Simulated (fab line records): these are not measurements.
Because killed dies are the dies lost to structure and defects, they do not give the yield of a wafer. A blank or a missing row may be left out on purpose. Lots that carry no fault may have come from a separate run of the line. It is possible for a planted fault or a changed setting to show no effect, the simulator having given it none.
fab line records -- flow sky130
record lots=6, wafers=18, last-day=50
route steps=708 shown METAL3@568 VIA3@573 PAD_OPEN@708
lots that met no fault: from a run of the same line without faults
start-h: the number of hours between the record's first day and the start of the first shown wafer of the lot -- wait-h: hours elapsed since this lot's preceding step -- " identical to the entry in the row above -- L1.1+2: a single row standing in for several wafers -- - either no value or no given start -- * or withheld: withheld -- < > ~ a bound
route shown NAME@n: names a module that has steps shown in the file, with the first one's number in the route -- usual: mean and standard deviation over wafers with no fault -- same: alike in all rows -- chamber/n: place in a boat -- sites: readings site by site -- _std_site: standard deviation across them -- _edge_site: the outer-site mean with the inner-site mean subtracted -- radius-mm: for every site, how far away it sits from the centre of the wafer -- mask NAME#n: copy n -- behind: the tool/chamber that last shaped the wafer -- hold: the reason the lot was held/the length of the hold in hours/how it ended -- device: whichever transistor did not switch (one of n, p or np) -- end of line: the route-end tests of the same wafers -- a step with no rows: only its recipe -- killed: not the wafer's yield, but the dies lost to structure and defects at the first sort -- map: dies across one wafer; x = killed, . = not, _ = none there
set.NAME: the setting as run; set.NAME@STEP: as run at that earlier step -- model.NAME: the simulator's own value behind a step, which no gauge read
lots at selected steps of the route; one table per step, one row per wafer
services: when a tool's chamber went out of use (start-h, in hours from the record's first day, below 0 if earlier), for how many hours, and the reason
## steps
# step SKY_METAL3_METAL_ETCH_18
# recipe target-depth-a=8450, stop-on=SiO2, over-etch-frac=0.3, time-s=183.1, chemistry=Cl2/BCl3, resist-sidewall-deg=88, pressure-mtorr=10, icp-w=900, bias-w=48.5, Cl2_flow_sccm=60, bcl3-flow-sccm=30
# usual drypump-motor-current-A=5.89/0.19, oes-product-au=0.867/0.0057, throttle-valve-pct=22.264/0.0086
# same over-etch-frac=0.3
lot.wafer,tool,chamber,start-h,wait-h,drypump-motor-current-A,oes-product-au,rf-hours-counter-h,throttle-valve-pct
L761.1,rie-metal-04,0,900.67,0.0,5.96,0.866,6,22.255
L761.2,rie-metal-04,1,900.67,0.0,6.17,0.867,10,22.256
L761.5,rie-metal-04,0,900.67,0.0,5.96,0.872,-,22.263
L762.2,rie-metal-03,0,912.19,0.0,6.04,0.858,15,22.258
L762.3,rie-metal-03,0,912.19,0.0,6.03,0.865,-,22.260
L762.4,rie-metal-03,1,912.19,0.0,6.01,0.864,-,22.281
L774.4,rie-metal-04,1,1003.30,0.1,6.23,0.869,-,22.276
L774.5,rie-metal-04,1,1003.30,0.1,6.19,0.864,-,22.273
L774.6,rie-metal-04,0,1003.30,0.1,5.96,0.870,-,22.265
L775.2,rie-metal-04,0,1011.86,0.0,5.94,0.871,11,22.269
L775.4,rie-metal-04,1,1011.86,0.0,6.24,0.869,-,22.273
L775.5,rie-metal-04,1,1011.86,0.0,6.23,0.879,-,22.251
L779.3,rie-metal-02,0,1041.42,0.1,5.63,0.855,-,22.255
L779.4,rie-metal-02,1,1041.42,0.1,5.83,0.865,-,22.264
L779.6,rie-metal-02,1,1041.42,0.1,5.85,0.859,-,22.274
L782.1,rie-metal-03,1,1047.73,0.0,5.97,0.867,20,22.268
L782.4,rie-metal-03,0,1047.73,0.0,6.09,0.862,-,22.263
L782.5,rie-metal-03,1,1047.73,0.0,5.91,0.863,-,22.265
# step SKY_METAL3_STRIP_19
# recipe chemistry=O2/N2, power-w=1400, pressure-mtorr=1500, platen-temp-c=withheld, o2-flow-sccm=3000, n2-flow-sccm=300, overash-fraction=0.5
# usual drypump-motor-current-A=6.1/0.47, oes-product-au=0.504/0.0051, strip-time-to-endpoint-s=6.58/0.061
lot.wafer,tool,chamber,start-h,wait-h,drypump-motor-current-A,oes-product-au,rf-hours-counter-h,strip-time-to-endpoint-s
L761.1,plasma-asher-01,0,900.85,0.1,5.4,0.497,106,6.49
L761.2,plasma-asher-01,1,900.85,0.1,6.6,0.504,106,6.45
L761.5,plasma-asher-01,1,900.85,0.1,6.6,0.503,-,6.45
L762.2,plasma-asher-03,1,912.37,0.1,6.4,0.502,48,6.66
L762.3,plasma-asher-03,0,912.37,0.1,6.0,0.494,-,6.68
L762.4,plasma-asher-03,1,912.37,0.1,6.4,0.506,-,6.63
L774.4,plasma-asher-01,0,1003.45,0.1,5.4,0.507,-,6.55
L774.5,plasma-asher-01,1,1003.45,0.1,6.6,0.507,-,6.58
L774.6,plasma-asher-01,0,1003.45,0.1,5.4,0.504,-,6.56
L775.2,plasma-asher-01,1,1012.04,0.1,6.6,0.505,117,6.56
L775.4,plasma-asher-01,1,1012.04,0.1,6.6,0.510,-,6.60
L775.5,plasma-asher-01,0,1012.04,0.1,5.4,0.505,-,6.52
L779.3,plasma-asher-01,0,1041.57,0.1,5.4,0.504,-,6.56
L779.4,plasma-asher-01,1,1041.57,0.1,6.6,0.502,-,6.54
L779.6,plasma-asher-01,1,1041.57,0.1,6.6,0.500,-,6.60
L782.1,plasma-asher-02,0,1047.90,0.1,6.6,0.503,32,6.62
L782.4,plasma-asher-02,1,1047.90,0.1,6.4,0.506,-,6.65
L782.5,plasma-asher-02,0,1047.90,0.1,6.6,0.500,-,6.60
# step SKY_METAL3_STRIP_20
# recipe chemistry=post-etch-residue-remover, time-s=1200, temp-c=72.5
# step SKY_METAL3_CLEAN_21
# recipe chemistry=IPA, time-s=180, temp-c=25
# step SKY_METAL3_CLEAN_22
# recipe chemistry=O3/DIW, dry=n2-spin
# step SKY_VIA3_HDPCVD_00
# recipe material=SiO2, target-thk-nm=1635, sigma-open-frac=0.3, time-s=272.5, temp-c=400, sih4-flow-sccm=60, pressure-mtorr=6
# step SKY_VIA3_THK_MEAS_01
# recipe reads=SiO2_of_VIA3_HDPCVD_00
# usual VIA3_HDPCVD_THK=1639/17
lot.wafer,tool,chamber,start-h,wait-h,VIA3_HDPCVD_THK[nm]
L761.1,film-metro-02,-,901.70,0.1,1639
L761.2,film-metro-02,-,901.70,0.1,1613
L761.5,film-metro-02,-,901.70,0.1,1626
L762.2,film-metro-01,-,913.15,0.1,1635
L762.3,film-metro-01,-,913.15,0.1,1655
L762.4,film-metro-01,-,913.15,0.1,1640
L774.4,film-metro-02,-,1004.21,0.0,1648
L774.5,film-metro-02,-,1004.21,0.0,1660
L774.6,film-metro-02,-,1004.21,0.0,1650
L775.2,film-metro-01,-,1012.81,0.1,1647
L775.4,film-metro-01,-,1012.81,0.1,1643
L775.5,film-metro-01,-,1012.81,0.1,1637
L779.3,film-metro-03,-,1042.32,0.1,1662
L779.4,film-metro-03,-,1042.32,0.1,1656
L779.6,film-metro-03,-,1042.32,0.1,1652
L782.1,film-metro-03,-,1048.67,0.1,1639
L782.4,film-metro-03,-,1048.67,0.1,1615
L782.5,film-metro-03,-,1048.67,0.1,1633
# step SKY_VIA3_CMP_02
# recipe material=SiO2, down-force-psi=4, platen-rpm=60, pad-velocity-m-s=0.94248
# usual motor-current-A=12.0/1.5
lot.wafer,tool,chamber,start-h,wait-h,motor-current-A
L761.2,cmp-02,2,902.09,0.4,10.9
L761.1,cmp-02,3,902.09,0.4,10.2
L761.5,cmp-02,1,902.09,0.4,14.1
L762.3,cmp-01,1,917.05,3.9,11.2
L762.4,cmp-01,3,917.05,3.9,12.8
L762.2,cmp-01,0,917.05,3.9,11.8
L774.4,cmp-01,1,1004.24,0.0,10.7
L774.6,cmp-01,1,1004.24,0.0,10.6
L774.5,cmp-01,2,1004.24,0.0,14.6
L775.4,cmp-01,1,1012.86,0.0,10.9
L775.2,cmp-01,2,1012.86,0.0,14.8
L775.5,cmp-01,2,1012.86,0.0,14.7
L779.3,cmp-01,1,1042.36,0.0,11.2
L779.4,cmp-01,2,1042.36,0.0,14.7
L779.6,cmp-01,2,1042.36,0.0,14.1
L782.1,cmp-02,1,1048.78,0.1,13.4
L782.4,cmp-02,2,1048.78,0.1,11.7
L782.5,cmp-02,0,1048.78,0.1,11.4
# step SKY_VIA3_BOW_MEAS_03
# recipe mode=bow
# usual VIA3_BOW=79/6.8
lot.wafer,tool,chamber,start-h,wait-h,VIA3_BOW[um]
L761.1,film-metro-02,-,902.29,0.1,79
L761.2,film-metro-02,-,902.29,0.1,74
L761.5,film-metro-02,-,902.29,0.1,77
L762.2,film-metro-03,-,917.37,0.1,72
L762.3,film-metro-03,-,917.37,0.1,76
L762.4,film-metro-03,-,917.37,0.1,66
L774.4,film-metro-02,-,1004.60,0.3,75
L774.5,film-metro-02,-,1004.60,0.3,78
L774.6,film-metro-02,-,1004.60,0.3,84
L775.2,film-metro-01,-,1013.18,0.2,78
L775.4,film-metro-01,-,1013.18,0.2,81
L775.5,film-metro-01,-,1013.18,0.2,78
L779.3,film-metro-03,-,1042.70,0.3,79
L779.4,film-metro-03,-,1042.70,0.3,75
L779.6,film-metro-03,-,1042.70,0.3,89
L782.1,film-metro-03,-,1049.03,0.2,86
L782.4,film-metro-03,-,1049.03,0.2,85
L782.5,film-metro-03,-,1049.03,0.2,76
# step SKY_VIA3_DEHYDRATE_04
# recipe temp-c=200, time-s=60
# step SKY_VIA3_HMDS_05
# recipe prime-time-s=60, prime-temp-c=120
# step SKY_VIA3_COAT_06
# recipe resist=BARC, temp-c=withheld, time-s=withheld, spin-rpm=3000, resist-thk-nm=60
# step SKY_VIA3_COAT_07
# recipe resist=KrF-thick, spin-rpm=3000, resist-thk-nm=450
# usual chill-plate-temp-C=23.01/0.094, exhaust-pa=44.8/1, spin-speed-rpm=3000.1/1.8
lot.wafer,tool,chamber,start-h,wait-h,chill-plate-temp-C,exhaust-pa,spin-speed-rpm,model.KrF-thick_of_VIA3_COAT_07.thk-nm
L761.1,litho-track-03,0,914,-,23.08,44.2,2999.5,450.1
L761.2,litho-track-03,0,914,-,23.12,43.2,2998.6,450.8
L761.5,litho-track-03,0,914,-,23.05,45.0,2997.6,451
L762.2,litho-track-04,0,928,-,22.97,45.7,2996.8,448.8
L762.3,litho-track-04,0,928,-,22.91,46.1,3001.4,449
L762.4,litho-track-04,0,928,-,23.00,47.1,2999.1,449
L774.4,litho-track-03,0,1016,-,23.06,45.1,3228.1,434
L774.5,litho-track-03,0,1016,-,23.03,44.6,3228.9,434
L774.6,litho-track-03,0,1016,-,22.97,45.4,3226.3,433.2
L775.2,litho-track-03,0,1024,-,23.07,44.3,3230.2,434.5
L775.4,litho-track-03,0,1024,-,23.01,44.5,3229.2,434.1
L775.5,litho-track-03,0,1024,-,23.05,45.4,3226.7,434.4
L779.3,litho-track-04,0,1053,-,22.93,46.4,3001.6,450.3
L779.4,litho-track-04,0,1053,-,23.01,44.8,3000.6,451.1
L779.6,litho-track-04,0,1053,-,22.84,46.3,2999.9,451.9
L782.1,litho-track-01,0,1060,-,22.99,44.7,2999.3,450.8
L782.4,litho-track-01,0,1060,-,23.04,45.3,3000.0,449.2
L782.5,litho-track-01,0,1060,-,23.24,45.5,2998.5,451
# step SKY_VIA3_SOFTBAKE_08
# recipe temp-c=100, time-s=90, resist=KrF-thick
# step SKY_VIA3_EXPOSE_09
# recipe mask-id=VIM3, na=0.8, source-shape=annular, sigma-inner=0.55, sigma-outer=0.85, target-cd-nm=200, dose-mj=38
# step SKY_VIA3_PEB_10
# recipe peb-temp-c=withheld, peb-time-s=withheld, resist=KrF-thick
# step SKY_VIA3_DEVELOP_11
# recipe develop-time-s=60, resist=KrF-thick, dev-temp-c=21
# step SKY_VIA3_CD_MEAS_12
# recipe target-cd-nm=200
# usual cd-nm=199.9/1.2
lot.wafer,tool,chamber,start-h,wait-h,cd-nm
L761.1,cd-sem-01,-,926.37,-,198.7
L761.2,cd-sem-01,-,926.37,-,198.3
L761.5,cd-sem-01,-,926.37,-,199.5
L762.2,cd-sem-01,-,941.19,-,196.9
L762.3,cd-sem-01,-,941.19,-,198.3
L762.4,cd-sem-01,-,941.19,-,199.2
L774.4,cd-sem-02,-,1027.47,-,199.9
L774.5,cd-sem-02,-,1027.47,-,202.5
L774.6,cd-sem-02,-,1027.47,-,200.3
L775.2,cd-sem-02,-,1035.99,-,200.6
L775.4,cd-sem-02,-,1035.99,-,199.1
L775.5,cd-sem-02,-,1035.99,-,199.3
L779.3,cd-sem-02,-,1064.20,-,202.1
L779.4,cd-sem-02,-,1064.20,-,200.4
L779.6,cd-sem-02,-,1064.20,-,201.4
L782.1,cd-sem-01,-,1070.89,-,200.7
L782.4,cd-sem-01,-,1070.89,-,199.1
L782.5,cd-sem-01,-,1070.89,-,200.3
# step SKY_VIA3_OVL_MEAS_13
# usual VIA3_OVL=-2/6.1
lot.wafer,tool,chamber,start-h,wait-h,VIA3_OVL[nm]
L761.1,overlay-02,-,926.49,0.1,-9
L761.2,overlay-02,-,926.49,0.1,-6
L761.5,overlay-02,-,926.49,0.1,-12
L762.2,overlay-01,-,941.30,0.1,2
L762.3,overlay-01,-,941.30,0.1,-2
L762.4,overlay-01,-,941.30,0.1,3
L774.4,overlay-02,-,1027.55,0.1,-1
L774.5,overlay-02,-,1027.55,0.1,5
L774.6,overlay-02,-,1027.55,0.1,-8
L775.2,overlay-01,-,1036.10,0.1,-7
L775.4,overlay-01,-,1036.10,0.1,2
L775.5,overlay-01,-,1036.10,0.1,-1
L779.3,overlay-01,-,1064.29,0.1,6
L779.4,overlay-01,-,1064.29,0.1,2
L779.6,overlay-01,-,1064.29,0.1,-1
L782.1,overlay-01,-,1071.01,0.1,1
L782.4,overlay-01,-,1071.01,0.1,-9
L782.5,overlay-01,-,1071.01,0.1,3
# step SKY_VIA3_ETCH_14
# recipe chemistry=N2/H2, target=BARC, ion-energy-ev=200, source-w=500, bias-w=100, pressure-mtorr=30, n2-flow-sccm=100, h2-flow-sccm=200, stop-on=SiO2, time-s=45.9, target-depth-a=600
# usual drypump-motor-current-A=5.7/0.44, oes-product-au=0.856/0.0051, throttle-valve-pct=13.224/0.009
lot.wafer,tool,chamber,start-h,wait-h,drypump-motor-current-A,oes-product-au,rf-hours-counter-h,throttle-valve-pct
L761.1,rie-diel-01,1,926.53,0.0,6.2,0.856,9,13.229
L761.2,rie-diel-01,0,926.53,0.0,4.9,0.861,22,13.242
L761.5,rie-diel-01,1,926.53,0.0,6.2,0.856,-,13.220
L762.2,rie-diel-02,3,941.33,0.0,5.7,0.857,2,13.220
L762.3,rie-diel-02,2,941.33,0.0,5.3,0.855,23,13.225
L762.4,rie-diel-02,1,941.33,0.0,5.9,0.847,23,13.226
L774.4,rie-diel-02,3,1027.59,0.0,5.7,0.851,-,13.215
L774.5,rie-diel-02,0,1027.59,0.0,5.5,0.853,-,13.223
L774.6,rie-diel-02,2,1027.59,0.0,5.3,0.853,-,13.217
L775.2,rie-diel-02,2,1036.13,0.0,5.3,0.862,26,13.239
L775.4,rie-diel-02,3,1036.13,0.0,5.7,0.864,-,13.223
L775.5,rie-diel-02,0,1036.13,0.0,5.5,0.863,-,13.218
L779.3,rie-diel-01,1,1064.32,0.0,6.2,0.849,13,13.214
L779.4,rie-diel-01,3,1064.32,0.0,5.6,0.861,-,13.213
L779.6,rie-diel-01,2,1064.32,0.0,6.4,0.852,-,13.237
L782.1,rie-diel-01,2,1071.04,0.0,6.5,0.850,2,13.210
L782.4,rie-diel-01,1,1071.04,0.0,6.2,0.845,13,13.226
L782.5,rie-diel-01,3,1071.04,0.0,5.6,0.868,-,13.218
# step SKY_VIA3_ETCH_15
# recipe target=SiO2, chemistry=C4F8/O2/Ar, target-depth-nm=507, stop-on=TiN, mask-material=KrF-thick, source-w=1500, bias-w=1200, pressure-mtorr=40, c4f8-flow-sccm=withheld, O2_flow_sccm=6, Ar_flow_sccm=300, time-s=78
# usual oes-product-au=0.946/0.0047
lot.wafer,tool,chamber,start-h,wait-h,oes-product-au,rf-hours-counter-h,model.KrF-thick_of_VIA3_COAT_07.thk-nm
L761.1,rie-diel-01,1,926.57,0.0,0.950,9,291.1
L761.2,rie-diel-01,0,926.57,0.0,0.946,22,292.4
L761.5,rie-diel-01,1,926.57,0.0,0.954,-,292.4
L762.2,rie-diel-02,3,941.37,0.0,0.941,2,287
L762.3,rie-diel-02,2,941.37,0.0,0.947,23,288.2
L762.4,rie-diel-02,1,941.37,0.0,0.949,23,289.3
L774.4,rie-diel-02,3,1027.64,0.0,0.937,-,274.8
L774.5,rie-diel-02,0,1027.64,0.0,0.947,-,276.1
L774.6,rie-diel-02,2,1027.64,0.0,0.942,-,274
L775.2,rie-diel-02,2,1036.17,0.0,0.954,26,273.5
L775.4,rie-diel-02,3,1036.17,0.0,0.951,-,273.2
L775.5,rie-diel-02,0,1036.17,0.0,0.941,-,274.5
L779.3,rie-diel-01,1,1064.36,0.0,0.944,13,291.7
L779.4,rie-diel-01,3,1064.36,0.0,0.943,-,293.3
L779.6,rie-diel-01,2,1064.36,0.0,0.947,-,292.3
L782.1,rie-diel-01,2,1071.09,0.0,0.947,2,292.6
L782.4,rie-diel-01,1,1071.09,0.0,0.950,13,290.1
L782.5,rie-diel-01,3,1071.09,0.0,0.945,-,291.9
# step SKY_VIA3_STRIP_16
# recipe chemistry=O2/N2, power-w=1400, pressure-mtorr=1500, platen-temp-c=withheld, o2-flow-sccm=3000, n2-flow-sccm=300, overash-fraction=0.5
# usual drypump-motor-current-A=6.0/0.43, oes-product-au=0.402/0.0046, strip-time-to-endpoint-s=4.132/0.022
lot.wafer,tool,chamber,start-h,wait-h,drypump-motor-current-A,oes-product-au,rf-hours-counter-h,strip-time-to-endpoint-s
L761.1,plasma-asher-03,0,926.63,0.0,5.9,0.389,50,4.137
L761.2,plasma-asher-03,1,926.63,0.0,6.4,0.405,50,4.146
L761.5,plasma-asher-03,0,926.63,0.0,5.9,0.397,-,4.130
L762.2,plasma-asher-03,1,941.43,0.0,6.4,0.395,51,4.080
L762.3,plasma-asher-03,1,941.43,0.0,6.4,0.401,-,4.096
L762.4,plasma-asher-03,0,941.43,0.0,5.9,0.402,-,4.122
L774.4,plasma-asher-01,1,1027.70,0.0,6.6,0.395,-,3.955
L774.5,plasma-asher-01,0,1027.70,0.0,5.4,0.389,-,3.978
L774.6,plasma-asher-01,1,1027.70,0.0,6.6,0.396,-,3.932
L775.2,plasma-asher-03,1,1036.23,0.0,6.4,0.400,60,3.945
L775.4,plasma-asher-03,1,1036.23,0.0,6.4,0.385,-,3.958
L775.5,plasma-asher-03,1,1036.23,0.0,6.4,0.396,-,3.965
L779.3,plasma-asher-01,1,1064.45,0.1,6.6,0.400,-,4.132
L779.4,plasma-asher-01,0,1064.45,0.1,5.4,0.411,-,4.162
L779.6,plasma-asher-01,1,1064.45,0.1,6.6,0.407,-,4.131
L782.1,plasma-asher-03,0,1071.15,0.0,6.0,0.401,64,4.141
L782.4,plasma-asher-03,0,1071.15,0.0,6.0,0.398,-,4.116
L782.5,plasma-asher-03,0,1071.15,0.0,6.0,0.405,-,4.126
# step SKY_VIA3_STRIP_17
# recipe chemistry=post-etch-residue-remover, time-s=1200, temp-c=72.5
# step SKY_PAD_OPEN_PROBE_99
# usual defect-limited-yield=82.8/1.9, killed_at_M0_to_M3=42/6.9, killed_at_M4_up=3.2/1.7, killed-at-contacts=23/5.5, killed-at-front-end=16/4, killed-at-other=0.4/0.55, killed-dies=85/9.2, killed-on-rim=16/3.5, killed-open=46/6.8, killed-short=38/6.2, sort_bin_3_pad_short=0.9/0.4, sort_bin_5_function=10.2/1.5, sort_bin_6_memory=6.2/1.1, sort-n-pass=407/9.2, sort-yield-pct=82.8/1.9
# same gross-dies=492, killed-at-back-side=0, sort_bin_4_leakage[%]=0, sort_bin_8_speed[%]=0
lot.wafer,tool,chamber,start-h,wait-h,defect-limited-yield[%],killed_at_M0_to_M3,killed_at_M4_up,killed-at-contacts,killed-at-front-end,killed-at-other,killed-dies,killed-on-rim,killed-open,killed-short,sort_bin_3_pad_short[%],sort_bin_5_function[%],sort_bin_6_memory[%],sort-n-pass,sort-yield-pct[%]
L761.1,prober-01,-,1071.81,0.1,83.9,36,3,24,16,0,79,11,43,35,0.6,9.6,5.9,413,83.9
L761.2,prober-01,-,1071.86,0.1,80.7,48,6,26,14,1,95,17,54,40,0.6,12.0,6.7,397,80.7
L761.5,prober-01,-,1072.01,0.2,82.3,38,6,19,23,1,87,20,45,42,0.2,10.6,6.9,405,82.3
L762.2,prober-02,-,1083.43,0.1,82.9,48,6,16,14,0,84,18,50,34,0.4,10.4,6.3,408,82.9
L762.3,prober-02,-,1083.48,0.2,83.1,40,1,30,12,0,83,19,53,30,0.4,11.0,5.5,409,83.1
L762.4,prober-02,-,1083.53,0.2,81.5,43,3,26,19,0,91,16,49,42,0.8,10.0,7.7,401,81.5
L774.4,prober-02,-,1156.18,0.2,83.3,41,4,22,15,0,82,14,53,29,0.2,11.4,5.1,410,83.3
L774.5,prober-02,-,1156.23,0.2,83.1,39,1,25,18,0,83,16,44,38,1.6,10.4,4.9,409,83.1
L774.6,prober-02,-,1156.28,0.2,83.7,40,4,22,14,0,80,7,45,34,1.4,8.9,5.9,412,83.7
L775.2,prober-01,-,1163.36,0.1,83.7,31,5,29,15,0,80,14,47,33,0.6,9.8,5.9,412,83.7
L775.4,prober-01,-,1163.46,0.2,79.1,49,6,27,21,0,103,21,61,42,1.0,13.0,6.9,389,79.1
L775.5,prober-01,-,1163.51,0.2,82.5,41,2,28,15,0,86,11,43,43,1.0,9.8,6.7,406,82.5
L779.3,prober-01,-,1187.23,0.2,81.5,49,2,20,20,0,91,14,44,47,1.0,11.8,5.7,401,81.5
L779.4,prober-01,-,1187.28,0.2,80.5,50,5,24,17,0,96,25,57,39,0.4,12.0,7.1,396,80.5
L779.6,prober-01,-,1187.38,0.2,82.1,45,4,20,19,0,88,14,51,37,0.6,11.8,5.5,404,82.1
L782.1,prober-02,-,1191.88,0.1,83.1,45,0,18,20,0,83,19,43,40,0.8,9.1,6.9,409,83.1
L782.4,prober-02,-,1192.03,0.2,82.1,49,1,23,15,0,88,12,50,38,0.8,10.6,6.5,404,82.1
L782.5,prober-02,-,1192.08,0.2,81.7,47,2,26,15,0,90,18,47,43,0.8,11.0,6.5,402,81.7
# killed by level:class
L761.1 VIA1:geometric-particle:open=9 LI_CONTACT:geometric-particle:open=7 CONTACT:geometric-particle:open=7 VIA2:geometric-particle:open=7 VIA1:geometric-particle:short=6 LI_CONTACT:geometric-particle:short=5 POLY_GATE:geometric-particle:short=4 POLY_GATE:geometric-particle:open=4
L761.2 VIA1:geometric-particle:open=12 LI_CONTACT:geometric-particle:open=9 VIA3:geometric-particle:open=8 CONTACT:geometric-particle:open=7 FIELD_ISO:geometric-particle:open=6 LOCAL_INTERCONNECT:geometric-particle:short=6 VIA3:geometric-particle:short=6 METAL2:geometric-particle:short=5
L761.5 VIA1:geometric-particle:open=9 VIA3:geometric-particle:open=9 FIELD_ISO:geometric-particle:short=8 LI_CONTACT:geometric-particle:open=6 POLY_GATE:geometric-particle:short=5 CONTACT:geometric-particle:open=5 METAL2:geometric-particle:short=5 FIELD_ISO:geometric-particle:open=4
L762.2 VIA1:geometric-particle:open=14 METAL2:geometric-particle:short=8 VIA1:geometric-particle:short=7 LI_CONTACT:geometric-particle:open=6 VIA2:geometric-particle:open=5 FIELD_ISO:geometric-particle:open=4 CONTACT:geometric-particle:open=4 METAL2:geometric-particle:open=3
L762.3 VIA1:geometric-particle:open=12 LI_CONTACT:geometric-particle:open=11 VIA2:geometric-particle:open=9 CONTACT:geometric-particle:open=6 LI_CONTACT:geometric-particle:short=5 CONTACT:geometric-particle:short=5 FIELD_ISO:geometric-particle:open=4 VIA1:geometric-particle:short=4
L762.4 LI_CONTACT:geometric-particle:open=12 VIA1:geometric-particle:open=8 CONTACT:geometric-particle:open=6 POLY_GATE:geometric-particle:open=5 METAL1:geometric-particle:short=5 VIA3:geometric-particle:short=5 METAL2:geometric-particle:short=5 VIA3:geometric-particle:open=5
L774.4 CONTACT:geometric-particle:open=11 VIA1:geometric-particle:open=11 VIA2:geometric-particle:open=9 LI_CONTACT:geometric-particle:open=8 FIELD_ISO:geometric-particle:short=4 METAL1:geometric-particle:short=4 VIA1:geometric-particle:short=4 FIELD_ISO:geometric-particle:open=3
L774.5 CONTACT:geometric-particle:open=10 METAL1:geometric-particle:short=7 VIA1:geometric-particle:open=7 METAL2:geometric-particle:open=5 LI_CONTACT:geometric-particle:open=5 VIA2:geometric-particle:open=5 FIELD_ISO:geometric-particle:short=4 CONTACT:geometric-particle:short=4
L774.6 CONTACT:geometric-particle:open=8 METAL1:geometric-particle:short=8 VIA2:geometric-particle:open=7 FIELD_ISO:geometric-particle:short=6 LI_CONTACT:geometric-particle:open=6 VIA1:geometric-particle:open=6 FIELD_ISO:geometric-particle:open=5 CONTACT:geometric-particle:short=5
L775.2 LI_CONTACT:geometric-particle:open=8 VIA2:geometric-particle:open=8 CONTACT:geometric-particle:open=7 POLY_GATE:geometric-particle:short=6 VIA1:geometric-particle:open=6 VIA3:geometric-particle:open=5 LOCAL_INTERCONNECT:geometric-particle:short=5 LI_CONTACT:geometric-particle:short=4
L775.4 CONTACT:geometric-particle:open=12 VIA2:geometric-particle:open=9 FIELD_ISO:geometric-particle:open=8 VIA1:geometric-particle:open=8 METAL2:geometric-particle:short=8 VIA3:geometric-particle:open=7 LI_CONTACT:geometric-particle:open=7 CONTACT:geometric-particle:short=5
L775.5 CONTACT:geometric-particle:open=11 METAL1:geometric-particle:short=7 VIA2:geometric-particle:open=7 LOCAL_INTERCONNECT:geometric-particle:short=6 VIA1:geometric-particle:open=6 POLY_GATE:geometric-particle:short=5 CONTACT:geometric-particle:short=5 VIA1:geometric-particle:short=5
L779.3 METAL1:geometric-particle:short=10 CONTACT:geometric-particle:open=7 VIA3:geometric-particle:open=7 VIA1:geometric-particle:open=6 VIA1:geometric-particle:short=6 FIELD_ISO:geometric-particle:open=5 LI_CONTACT:geometric-particle:open=5 METAL2:geometric-particle:short=5
L779.4 VIA1:geometric-particle:open=16 FIELD_ISO:geometric-particle:short=6 VIA2:geometric-particle:open=6 VIA3:geometric-particle:open=6 FIELD_ISO:geometric-particle:open=5 LI_CONTACT:geometric-particle:open=5 CONTACT:geometric-particle:open=5 VIA2:geometric-particle:short=5
L779.6 VIA2:geometric-particle:open=9 LI_CONTACT:geometric-particle:open=8 CONTACT:geometric-particle:open=8 METAL2:geometric-particle:short=7 VIA1:geometric-particle:open=6 FIELD_ISO:geometric-particle:open=5 POLY_GATE:geometric-particle:short=5 VIA3:geometric-particle:open=5
L782.1 VIA3:geometric-particle:open=11 VIA1:geometric-particle:open=9 CONTACT:geometric-particle:open=7 POLY_GATE:geometric-particle:short=7 VIA1:geometric-particle:short=6 FIELD_ISO:geometric-particle:short=5 LI_CONTACT:geometric-particle:open=5 CONTACT:geometric-particle:short=4
L782.4 VIA1:geometric-particle:open=12 VIA3:geometric-particle:open=8 CONTACT:geometric-particle:open=7 METAL2:geometric-particle:short=7 VIA2:geometric-particle:open=7 CONTACT:geometric-particle:short=6 LI_CONTACT:geometric-particle:open=4 FIELD_ISO:geometric-particle:open=3
L782.5 VIA1:geometric-particle:open=14 CONTACT:geometric-particle:open=10 VIA1:geometric-particle:short=8 VIA3:geometric-particle:open=7 CONTACT:geometric-particle:short=6 FIELD_ISO:geometric-particle:short=5 LOCAL_INTERCONNECT:geometric-particle:short=4 METAL1:geometric-particle:short=4
## services
tool,chamber,start-h,hours,kind
plasma-asher-01,-,877.02,18.8,repair
plasma-asher-01,-,879.27,0.5,repair
cmp-01,-,883.16,2.1,repair
cmp-02,-,894.13,1.2,repair
cmp-01,-,900.75,5.7,repair
rie-diel-01,-,901.04,2.8,pm
cmp-02,-,905.50,1.2,repair
cmp-02,-,910.89,6.7,repair
cmp-01,-,912.45,4.0,pm
rie-metal-04,-,920.24,0.8,repair
cmp-01,-,920.24,1.6,repair
rie-metal-04,0,938.42,8.2,repair
rie-diel-02,3,941.93,10.3,repair
rie-metal-03,-,947.86,15.6,pm
cmp-01,-,952.05,1.2,repair
rie-diel-01,-,955.42,3.6,repair
rie-metal-03,-,972.78,0.2,repair
rie-metal-04,-,984.47,2.4,repair
cmp-01,-,989.18,4.0,pm
rie-metal-03,0,1005.12,3.6,repair
rie-metal-04,-,1007.18,0.6,repair
cmp-01,-,1016.69,4.2,pm
plasma-asher-01,-,1055.25,9.0,pm
rie-diel-01,0,1060.37,6.6,repair
## key
first-sign step=SKY_VIA3_COAT_07, reading=spin-speed-rpm, direction=up, sigmas=99+, usual=3000.1, struck=3228.3
effect step=SKY_VIA3_STRIP_16, reading=strip-time-to-endpoint-s, direction=down, sigmas=8.2, usual=*, struck=*
model-effect step=SKY_VIA3_COAT_07, value=KrF-thick_of_VIA3_COAT_07.thk-nm, without=450.3, struck=434.1
model-effect step=SKY_VIA3_ETCH_15, value=KrF-thick_of_VIA3_COAT_07.thk-nm, without=290.6, struck=274.4
met-at SKY_VIA3_COAT_07
struck-wafers L774.4,L774.5,L774.6,L775.2,L775.4,L775.5
onset-between 914 1016
fault kind=process-parameter-drift, tool=litho-track-03, chamber=-, onset-h=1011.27, steps=SKY_VIA3_COAT_07, channel=spin-rpm, offset=228.91, shape=step, end-h=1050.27, acts-in=these-recipes-only, stated=3000
